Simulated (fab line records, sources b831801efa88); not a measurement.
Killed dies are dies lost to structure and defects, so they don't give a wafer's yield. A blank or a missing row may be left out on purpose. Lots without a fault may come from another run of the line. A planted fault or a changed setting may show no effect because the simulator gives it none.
Which tool did it? | flow sky130 | 14 lots, 42 wafers sampled, at 1 step of a route of 708

WHAT THE GAUGES READ, wafer by wafer
SKY_POLY_GATE_OVL_MEAS_14.
lot  | measured     | on         | POLY_GATE_OVL (nm)
L690 | day 15 22:33 | overlay-02 | 5 11 10
L691 | day 16 11:37 | overlay-02 | -1 8 0
L692 | day 16 23:55 | overlay-02 | -10 -7 -3
L693 | day 17 08:12 | overlay-01 | 19 20 11
L695 | day 17 15:34 | overlay-01 | 12 12 10
L694 | day 17 19:37 | overlay-02 | 5 5 7
L697 | day 18 22:39 | overlay-02 | -1 -2 -2
L699 | day 19 07:49 | overlay-01 | 1 4 -1
L704 | day 21 12:03 | overlay-01 | 9 9 9
L707 | day 22 14:49 | overlay-02 | 1 0 -7
L710 | day 23 09:57 | overlay-01 | 4 7 5
L712 | day 24 03:01 | overlay-02 | -2 -7 -1
L711 | day 24 06:31 | overlay-01 | 2 2 3
L713 | day 24 17:06 | overlay-02 | 6 7 11

WHICH TOOL RAN EACH LOT (tool, then ch and the chambers of the sampled wafers, then the start)
The record holds no process step before these readings.

WHAT THE TOOLS THEMSELVES READ (means of the sampled wafers that have a number; where no wafer has one, the mark that the record gives instead)
The record holds no such reading with a usual standard deviation.

THE ANSWER, worked out from the rows above alone
Rule: what is usual is taken from the lots themselves. Put in order of their means at a reading, lots are off if they are a third of the lots or fewer, leave a main group of 4 or more, and stand apart from it by a gap of 3 or more times the standard deviation of the main group's means; of several such gaps the widest counts. A main group whose means are all the same, to the digits that the tables above print for the reading, isn't used. A lot without any number at a reading at which 4 lots or more have one is off too. The other lots that the step has rows for count as sound. The gauges are gone through in route order, then the tools' own readings, and for those a lot's mean is taken as printed above. The first step at which some lot is off is used, and at that step the reading that is off furthest; a lot without a number counts as furthest.
No lot is off at any reading shown: from this, nothing can be told.

WHAT THE SIMULATOR HAD PUT IN
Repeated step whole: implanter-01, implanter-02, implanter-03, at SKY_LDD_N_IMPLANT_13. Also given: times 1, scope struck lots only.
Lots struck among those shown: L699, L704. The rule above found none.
